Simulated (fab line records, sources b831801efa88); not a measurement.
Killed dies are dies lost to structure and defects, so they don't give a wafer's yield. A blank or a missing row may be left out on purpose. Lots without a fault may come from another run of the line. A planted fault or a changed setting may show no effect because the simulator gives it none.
Which tool did it? | flow sky130 | 12 lots, 36 wafers sampled, at 1 step of a route of 708

WHAT THE GAUGES READ, wafer by wafer
SKY_VIA1_CD_MEAS_12: target cd 150 nm.
lot  | measured     | on        | cd_nm (nm)
L075 | day 33 23:08 | cd_sem-01 | 150.4 150.7 151.6
L077 | day 34 18:25 | cd_sem-02 | 153.3 152.5 151.5
L078 | day 35 04:32 | cd_sem-02 | 149.8 150.4 149.8
L081 | day 36 05:02 | cd_sem-02 | 150.5 148.7 149.4
L083 | day 36 12:37 | cd_sem-02 | 148.7 149.0 148.6
L085 | day 37 09:50 | cd_sem-02 | 150.7 150.4 148.5
L087 | day 37 17:16 | cd_sem-01 | 149.7 149.5 150.9
L089 | day 38 09:28 | cd_sem-02 | 149.8 151.0 149.9
L091 | day 39 03:41 | cd_sem-01 | 150.8 151.4 151.9
L093 | day 39 13:44 | cd_sem-01 | 149.2 147.8 147.6
L096 | day 40 08:26 | cd_sem-02 | 147.0 150.5 150.2
L097 | day 40 23:32 | cd_sem-01 | 150.9 148.7 149.6

WHICH TOOL RAN EACH LOT (tool, then ch and the chambers of the sampled wafers, then the start)
The record holds no process step before these readings.

THE ANSWER, worked out from the rows above alone
Rule: what is usual is taken from the lots themselves. Put in order of their means at a reading, lots are off if they are a third of the lots or fewer, leave a main group of 4 or more, and stand apart from it by a gap of 3 or more times the standard deviation of the main group's means; of several such gaps the widest counts. A main group whose means are all the same, to the digits that the tables above print for the reading, isn't used. A lot without any number at a reading at which 4 lots or more have one is off too. The other lots that the step has rows for count as sound.
No lot is off at any reading shown: from this, nothing can be told.

WHAT THE SIMULATOR HAD PUT IN
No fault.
